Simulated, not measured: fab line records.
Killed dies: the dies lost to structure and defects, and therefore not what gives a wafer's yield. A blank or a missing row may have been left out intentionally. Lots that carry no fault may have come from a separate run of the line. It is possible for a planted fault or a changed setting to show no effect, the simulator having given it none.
Which tool is to blame? / flow sky130 / 11 lots with 33 wafers sampled at 4 steps, on a route of 708 steps

== WHAT THE GAUGES READ, wafer by wafer ==
SKY_CAP2M_THK_MEAS_01. Usual: CAP2M_CVD_00_THK 15.54 nm, standard deviation 0.23.
lot=L966; measured=day 41 07:53; on=filmMetro-02; CAP2M_CVD_00_THK (nm)=15.16 15.40 15.41; flag=
lot=L965; measured=day 41 10:02; on=filmMetro-01; CAP2M_CVD_00_THK (nm)=15.16 15.25 15.33; flag=
lot=L969; measured=day 41 13:38; on=filmMetro-01; CAP2M_CVD_00_THK (nm)=15.52 15.27 15.64; flag=
lot=L970; measured=day 41 18:52; on=filmMetro-04; CAP2M_CVD_00_THK (nm)=15.26 15.60 15.64; flag=
lot=L971; measured=day 41 22:23; on=filmMetro-02; CAP2M_CVD_00_THK (nm)=15.20 15.48 15.78; flag=
lot=L972; measured=day 42 04:23; on=filmMetro-01; CAP2M_CVD_00_THK (nm)=15.53 15.61 15.75; flag=
lot=L973; measured=day 42 16:10; on=filmMetro-01; CAP2M_CVD_00_THK (nm)=15.18 15.35 15.37; flag=
lot=L974; measured=day 43 03:50; on=filmMetro-01; CAP2M_CVD_00_THK (nm)=15.69 16.08 15.65; flag=
lot=L980; measured=day 44 09:11; on=filmMetro-02; CAP2M_CVD_00_THK (nm)=15.97 15.83 15.82; flag=
lot=L984; measured=day 45 12:08; on=filmMetro-02; CAP2M_CVD_00_THK (nm)=15.09 15.51 15.51; flag=
lot=L986; measured=day 45 20:07; on=filmMetro-04; CAP2M_CVD_00_THK (nm)=15.58 15.47 16.05; flag=

== EACH LOT AND THE TOOL THAT RAN IT (in order: tool; ch and the chambers of the sampled wafers; start) ==
lot=L966; SKY_CAPM_METAL_ETCH_13=rieMetal-04 ch 0,1, day 39 02:19; SKY_VIA3_ETCH_14=rieDiel-01 ch 1,3, day 41 06:19; SKY_METAL4_SPUTTER_02=pvdSputter-01, day 41 07:46
lot=L965; SKY_CAPM_METAL_ETCH_13=rieMetal-02 ch 1, day 39 05:02; SKY_VIA3_ETCH_14=rieDiel-03 ch 0,3, day 41 08:30; SKY_METAL4_SPUTTER_02=pvdSputter-04, day 41 09:54
lot=L969; SKY_CAPM_METAL_ETCH_13=rieMetal-02 ch 0,1, day 39 09:14; SKY_VIA3_ETCH_14=rieDiel-03 ch 0,1,2, day 41 11:57; SKY_METAL4_SPUTTER_02=pvdSputter-01, day 41 13:31
lot=L970; SKY_CAPM_METAL_ETCH_13=rieMetal-02 ch 0, day 39 15:11; SKY_VIA3_ETCH_14=rieDiel-03 ch 0,1, day 41 17:16; SKY_METAL4_SPUTTER_02=pvdSputter-01, day 41 18:44
lot=L971; SKY_CAPM_METAL_ETCH_13=rieMetal-02 ch 0,1, day 39 17:50; SKY_VIA3_ETCH_14=rieDiel-03 ch 0,2,3, day 41 20:25; SKY_METAL4_SPUTTER_02=pvdSputter-01, day 41 22:16
lot=L972; SKY_CAPM_METAL_ETCH_13=rieMetal-02 ch 0,1, day 40 00:11; SKY_VIA3_ETCH_14=rieDiel-03 ch 0,2, day 42 02:25; SKY_METAL4_SPUTTER_02=pvdSputter-03, day 42 04:15
lot=L973; SKY_CAPM_METAL_ETCH_13=rieMetal-04 ch 0,1, day 40 12:13; SKY_VIA3_ETCH_14=rieDiel-02 ch 0,2, day 42 14:01; SKY_METAL4_SPUTTER_02=pvdSputter-03, day 42 16:03
lot=L974; SKY_CAPM_METAL_ETCH_13=rieMetal-04 ch 0, day 41 01:30; SKY_VIA3_ETCH_14=rieDiel-01 ch 0,3, day 43 02:18; SKY_METAL4_SPUTTER_02=pvdSputter-04, day 43 03:43
lot=L980; SKY_CAPM_METAL_ETCH_13=rieMetal-02 ch 0,1, day 42 08:17; SKY_VIA3_ETCH_14=rieDiel-01 ch 0,1, day 44 07:36; SKY_METAL4_SPUTTER_02=pvdSputter-03, day 44 09:02
lot=L984; SKY_CAPM_METAL_ETCH_13=rieMetal-03 ch 1, day 43 11:49; SKY_VIA3_ETCH_14=rieDiel-03 ch 2,3, day 45 10:30; SKY_METAL4_SPUTTER_02=pvdSputter-01, day 45 11:59
lot=L986; SKY_CAPM_METAL_ETCH_13=rieMetal-03 ch 0, day 43 21:14; SKY_VIA3_ETCH_14=rieDiel-03 ch 1,2,3, day 45 18:34; SKY_METAL4_SPUTTER_02=pvdSputter-04, day 45 19:58
- SKY_CAPM_METAL_ETCH_13: etches TiN in Cl2/BCl3, stops on SiO2, target depth 220 nm, time 62.9 s.
- SKY_VIA3_ETCH_14: etches BARC in N2/H2, stops on SiO2, time 45.9 s, target depth 60 nm.
- SKY_METAL4_SPUTTER_02: material AlCu, target thk 735 nm, time 39.1 s.

== WHAT THE TOOLS THEMSELVES READ (means of the sampled wafers that have a number; where no wafer has one, the mark that the record gives instead) ==
SKY_CAPM_METAL_ETCH_13. Usual: chamberPressureMTorr 10.000 mTorr, standard deviation 0.0083; drypumpMotorCurrentA 5.7 A, standard deviation 0.51; oesProductAu 0.943 a.u., standard deviation 0.0073; runLengthS 91.4 s, standard deviation 0.79; throttleValvePct 21.901 %, standard deviation 0.01.
lot=L966; tool=rieMetal-04; chamberPressureMTorr (mTorr)=10.000; drypumpMotorCurrentA (A)=5.2; oesProductAu (a.u.)=0.936; runLengthS (s)=90.7; throttleValvePct (%)=21.910; flag=
lot=L965; tool=rieMetal-02; chamberPressureMTorr (mTorr)=10.001; drypumpMotorCurrentA (A)=6.2; oesProductAu (a.u.)=0.947; runLengthS (s)=91.2; throttleValvePct (%)=21.903; flag=
lot=L969; tool=rieMetal-02; chamberPressureMTorr (mTorr)=9.998; drypumpMotorCurrentA (A)=6.0; oesProductAu (a.u.)=0.947; runLengthS (s)=91.3; throttleValvePct (%)=21.891; flag=
lot=L970; tool=rieMetal-02; chamberPressureMTorr (mTorr)=10.009; drypumpMotorCurrentA (A)=5.7; oesProductAu (a.u.)=0.947; runLengthS (s)=92.0; throttleValvePct (%)=21.902; flag=
lot=L971; tool=rieMetal-02; chamberPressureMTorr (mTorr)=9.996; drypumpMotorCurrentA (A)=5.9; oesProductAu (a.u.)=0.938; runLengthS (s)=91.6; throttleValvePct (%)=21.902; flag=
lot=L972; tool=rieMetal-02; chamberPressureMTorr (mTorr)=9.997; drypumpMotorCurrentA (A)=5.9; oesProductAu (a.u.)=0.957; runLengthS (s)=91.6; throttleValvePct (%)=21.895; flag=
lot=L973; tool=rieMetal-04; chamberPressureMTorr (mTorr)=10.001; drypumpMotorCurrentA (A)=5.2; oesProductAu (a.u.)=0.935; runLengthS (s)=90.8; throttleValvePct (%)=21.896; flag=
lot=L974; tool=rieMetal-04; chamberPressureMTorr (mTorr)=10.002; drypumpMotorCurrentA (A)=4.9; oesProductAu (a.u.)=0.948; runLengthS (s)=91.0; throttleValvePct (%)=21.894; flag=
lot=L980; tool=rieMetal-02; chamberPressureMTorr (mTorr)=9.995; drypumpMotorCurrentA (A)=6.0; oesProductAu (a.u.)=0.940; runLengthS (s)=91.4; throttleValvePct (%)=21.902; flag=
lot=L984; tool=rieMetal-03; chamberPressureMTorr (mTorr)=10.000; drypumpMotorCurrentA (A)=6.1; oesProductAu (a.u.)=0.943; runLengthS (s)=91.7; throttleValvePct (%)=21.905; flag=
lot=L986; tool=rieMetal-03; chamberPressureMTorr (mTorr)=10.011; drypumpMotorCurrentA (A)=6.1; oesProductAu (a.u.)=0.939; runLengthS (s)=91.3; throttleValvePct (%)=21.902; flag=

SKY_VIA3_ETCH_14. Usual: chamberPressureMTorr 30.00 mTorr, standard deviation 0.043; drypumpMotorCurrentA 5.7 A, standard deviation 0.33; n2FlowSccm 100.04 sccm, standard deviation 0.28; oesProductAu 0.855 a.u., standard deviation 0.0045; runLengthS 74.3 s, standard deviation 0.36; throttleValvePct 13.225 %, standard deviation 0.0084.
lot=L966; tool=rieDiel-01; chamberPressureMTorr (mTorr)=30.02; drypumpMotorCurrentA (A)=5.7; n2FlowSccm (sccm)=100.13; oesProductAu (a.u.)=0.852; runLengthS (s)=74.5; throttleValvePct (%)=13.228; flag=
lot=L965; tool=rieDiel-03; chamberPressureMTorr (mTorr)=30.01; drypumpMotorCurrentA (A)=5.9; n2FlowSccm (sccm)=100.19; oesProductAu (a.u.)=0.856; runLengthS (s)=74.2; throttleValvePct (%)=13.223; flag=
lot=L969; tool=rieDiel-03; chamberPressureMTorr (mTorr)=30.01; drypumpMotorCurrentA (A)=5.6; n2FlowSccm (sccm)=100.06; oesProductAu (a.u.)=0.854; runLengthS (s)=73.8; throttleValvePct (%)=13.226; flag=
lot=L970; tool=rieDiel-03; chamberPressureMTorr (mTorr)=29.95; drypumpMotorCurrentA (A)=5.7; n2FlowSccm (sccm)=100.34; oesProductAu (a.u.)=0.852; runLengthS (s)=74.2; throttleValvePct (%)=13.227; flag=
lot=L971; tool=rieDiel-03; chamberPressureMTorr (mTorr)=29.99; drypumpMotorCurrentA (A)=5.7; n2FlowSccm (sccm)=100.06; oesProductAu (a.u.)=0.860; runLengthS (s)=74.1; throttleValvePct (%)=13.229; flag=
lot=L972; tool=rieDiel-03; chamberPressureMTorr (mTorr)=30.02; drypumpMotorCurrentA (A)=5.5; n2FlowSccm (sccm)=100.04; oesProductAu (a.u.)=0.852; runLengthS (s)=73.9; throttleValvePct (%)=13.217; flag=
lot=L973; tool=rieDiel-02; chamberPressureMTorr (mTorr)=30.00; drypumpMotorCurrentA (A)=5.7; n2FlowSccm (sccm)=100.11; oesProductAu (a.u.)=0.858; runLengthS (s)=74.3; throttleValvePct (%)=13.230; flag=
lot=L974; tool=rieDiel-01; chamberPressureMTorr (mTorr)=30.03; drypumpMotorCurrentA (A)=6.0; n2FlowSccm (sccm)=99.99; oesProductAu (a.u.)=0.857; runLengthS (s)=74.4; throttleValvePct (%)=13.231; flag=
lot=L980; tool=rieDiel-01; chamberPressureMTorr (mTorr)=30.01; drypumpMotorCurrentA (A)=5.3; n2FlowSccm (sccm)=99.77; oesProductAu (a.u.)=0.880; runLengthS (s)=72.6; throttleValvePct (%)=13.227; flag=OFF
lot=L984; tool=rieDiel-03; chamberPressureMTorr (mTorr)=30.00; drypumpMotorCurrentA (A)=5.6; n2FlowSccm (sccm)=100.02; oesProductAu (a.u.)=0.859; runLengthS (s)=74.2; throttleValvePct (%)=13.229; flag=
lot=L986; tool=rieDiel-03; chamberPressureMTorr (mTorr)=30.00; drypumpMotorCurrentA (A)=5.6; n2FlowSccm (sccm)=100.27; oesProductAu (a.u.)=0.857; runLengthS (s)=74.1; throttleValvePct (%)=13.219; flag=

SKY_METAL4_SPUTTER_02. Usual: chamberPressurePa 0.4000 Pa, standard deviation 0.00085; throttleValvePct 30.3 %, standard deviation 1.
lot=L966; tool=pvdSputter-01; chamberPressurePa (Pa)=0.3999; throttleValvePct (%)=30.6; flag=
lot=L965; tool=pvdSputter-04; chamberPressurePa (Pa)=0.4006; throttleValvePct (%)=31.4; flag=
lot=L969; tool=pvdSputter-01; chamberPressurePa (Pa)=0.3999; throttleValvePct (%)=30.3; flag=
lot=L970; tool=pvdSputter-01; chamberPressurePa (Pa)=0.4003; throttleValvePct (%)=30.0; flag=
lot=L971; tool=pvdSputter-01; chamberPressurePa (Pa)=0.4004; throttleValvePct (%)=30.5; flag=
lot=L972; tool=pvdSputter-03; chamberPressurePa (Pa)=0.4001; throttleValvePct (%)=29.1; flag=
lot=L973; tool=pvdSputter-03; chamberPressurePa (Pa)=0.4004; throttleValvePct (%)=29.7; flag=
lot=L974; tool=pvdSputter-04; chamberPressurePa (Pa)=0.4004; throttleValvePct (%)=31.7; flag=
lot=L980; tool=pvdSputter-03; chamberPressurePa (Pa)=0.3998; throttleValvePct (%)=29.3; flag=
lot=L984; tool=pvdSputter-01; chamberPressurePa (Pa)=0.3998; throttleValvePct (%)=29.8; flag=
lot=L986; tool=pvdSputter-04; chamberPressurePa (Pa)=0.4004; throttleValvePct (%)=31.8; flag=

== THE ANSWER, worked out from the rows above alone ==
Rule: a lot counts as off when the mean over its wafers that have a number is more than 3 standard deviations away from the usual mean. Also off: a lot with no number at a reading for which 4 or more lots have one. The other lots that the step has rows for count as sound. After the gauges, taken in route order, come the tools' own readings; for these a lot's mean is taken, as printed above. The first step at which some lot is off is used, and at that step the reading that is off furthest; a lot without a number counts as furthest.
Off, at SKY_VIA3_ETCH_14 on oesProductAu: L980.
If a tool, at that step or one of the process steps before it, ran each lot that is off and ran no sound lot following the first of them, it fits. This does not decide it: 2 tools fit, namely rieMetal-02 at SKY_CAPM_METAL_ETCH_13 and rieDiel-01 at SKY_VIA3_ETCH_14.

== WHAT THE SIMULATOR HAD INSERTED ==
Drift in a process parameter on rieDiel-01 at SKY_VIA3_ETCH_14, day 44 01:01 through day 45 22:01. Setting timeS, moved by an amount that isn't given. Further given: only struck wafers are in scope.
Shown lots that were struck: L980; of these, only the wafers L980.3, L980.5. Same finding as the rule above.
